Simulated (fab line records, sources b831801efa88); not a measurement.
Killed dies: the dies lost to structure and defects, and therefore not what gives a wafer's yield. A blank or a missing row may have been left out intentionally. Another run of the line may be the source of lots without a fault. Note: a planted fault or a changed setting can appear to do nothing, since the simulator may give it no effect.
What tool caused it? :: flow sky130 :: 12 lots, 36 wafers sampled, at 3 steps of a route of 708

WHAT EACH GAUGE READ, for each wafer
SKY_VIA3_THK_MEAS_23: measures by xrf.
lot: L370
measured: day 39 22:15
on: film-metro-02
VIA3_W_THK (nm): 394 397 396

lot: L371
measured: day 40 01:19
on: film-metro-04
VIA3_W_THK (nm): 405 404 405

lot: L372
measured: day 40 09:52
on: film-metro-02
VIA3_W_THK (nm): 386 387 395

lot: L375
measured: day 41 19:35
on: film-metro-04
VIA3_W_THK (nm): 395 402 395

lot: L377
measured: day 42 03:59
on: film-metro-03
VIA3_W_THK (nm): 404 398 396

lot: L379
measured: day 42 21:49
on: film-metro-04
VIA3_W_THK (nm): 394 398 396

lot: L382
measured: day 43 15:37
on: film-metro-03
VIA3_W_THK (nm): 382 386 388

lot: L383
measured: day 43 22:59
on: film-metro-04
VIA3_W_THK (nm): 399 399 391

lot: L385
measured: day 44 08:13
on: film-metro-03
VIA3_W_THK (nm): 396 393 400

lot: L386
measured: day 44 16:04
on: film-metro-04
VIA3_W_THK (nm): 387 394 395

lot: L391
measured: day 45 22:11
on: film-metro-04
VIA3_W_THK (nm): 405 394 398

lot: L392
measured: day 46 02:02
on: film-metro-02
VIA3_W_THK (nm): 401 396 398

SKY_CAP2M_OVL_MEAS_12.
lot: L370
measured: day 41 00:01
on: overlay-01
CAP2M_OVL (nm): -1.5 0.5 0.5

lot: L371
measured: day 41 03:19
on: overlay-01
CAP2M_OVL (nm): -0.1 -0.3 -1.5

lot: L372
measured: day 41 09:59
on: overlay-01
CAP2M_OVL (nm): -1.8 -0.8 -0.5

lot: L375
measured: day 42 19:25
on: overlay-01
CAP2M_OVL (nm): 1.0 1.5 -0.5

lot: L377
measured: day 43 04:04
on: overlay-02
CAP2M_OVL (nm): -2.8 -2.1 -0.9

lot: L379
measured: day 43 21:28
on: overlay-02
CAP2M_OVL (nm): 0.4 0.2 -0.5

lot: L382
measured: day 44 15:10
on: overlay-02
CAP2M_OVL (nm): 0.9 2.2 1.3

lot: L383
measured: day 44 21:25
on: overlay-01
CAP2M_OVL (nm): -0.1 -1.9 -1.2

lot: L385
measured: day 45 06:25
on: overlay-02
CAP2M_OVL (nm): 1.0 -1.1 -0.1

lot: L386
measured: day 45 13:49
on: overlay-01
CAP2M_OVL (nm): 0.6 1.7 -0.2

lot: L391
measured: day 46 19:40
on: overlay-01
CAP2M_OVL (nm): -1.0 -1.4 -2.1

lot: L392
measured: day 46 22:59
on: overlay-02
CAP2M_OVL (nm): 1.8 2.5 2.1

SKY_VIA4_THK_MEAS_01.
lot: L370
measured: day 42 01:53
on: film-metro-02
VIA4_HDPCVD_THK (nm): 1766 1760 1770

lot: L371
measured: day 42 05:00
on: film-metro-03
VIA4_HDPCVD_THK (nm): 1734 1755 1744

lot: L372
measured: day 42 12:04
on: film-metro-01
VIA4_HDPCVD_THK (nm): 1747 1765 1741

lot: L375
measured: day 43 20:26
on: film-metro-02
VIA4_HDPCVD_THK (nm): 1769 1759 1764

lot: L377
measured: day 44 03:49
on: film-metro-02
VIA4_HDPCVD_THK (nm): 1764 1750 1754

lot: L379
measured: day 44 21:15
on: film-metro-01
VIA4_HDPCVD_THK (nm): 1728 1783 1744

lot: L382
measured: day 45 14:04
on: film-metro-02
VIA4_HDPCVD_THK (nm): 1749 1763 1772

lot: L383
measured: day 45 20:53
on: film-metro-02
VIA4_HDPCVD_THK (nm): 1721 1762 1742

lot: L385
measured: day 46 04:55
on: film-metro-01
VIA4_HDPCVD_THK (nm): 1747 1734 1719

lot: L386
measured: day 46 11:47
on: film-metro-03
VIA4_HDPCVD_THK (nm): 1756 1757 1770

lot: L391
measured: day 47 17:17
on: film-metro-02
VIA4_HDPCVD_THK (nm): 1762 1746 1765

lot: L392
measured: day 47 20:54
on: film-metro-03
VIA4_HDPCVD_THK (nm): 1768 1733 1752

WHICH TOOL RAN EACH LOT (tool, then ch and the chambers of the sampled wafers, then the start)
Record: no process step prior to these readings.

WHAT THE TOOLS THEMSELVES READ (means of the sampled wafers that have a number; where no wafer has one, the mark that the record gives instead)
The record holds no such reading with a usual standard deviation.

THE ANSWER, worked out from the rows above alone
Rule: usual is defined by the lots themselves. Put in order of their means at a reading, lots are off if they are a third of the lots or fewer, leave a main group of 4 or more, and stand apart from it by a gap of 3 or more times the standard deviation of the main group's means; of several such gaps the widest counts. If all means in a main group match to the digits the tables above print for the reading, that group is not used. A lot without any number at a reading at which 4 lots or more have one is off too. The other lots that the step has rows for count as sound. The gauges are gone through in route order, then the tools' own readings, and for those a lot's mean is taken as printed above. At the first step where some lot is off, the reading lying furthest off is the one used; lots without a number count as furthest.
Nothing can be told from this: no lot is off at any reading shown.

WHAT WAS PUT IN BY THE SIMULATOR
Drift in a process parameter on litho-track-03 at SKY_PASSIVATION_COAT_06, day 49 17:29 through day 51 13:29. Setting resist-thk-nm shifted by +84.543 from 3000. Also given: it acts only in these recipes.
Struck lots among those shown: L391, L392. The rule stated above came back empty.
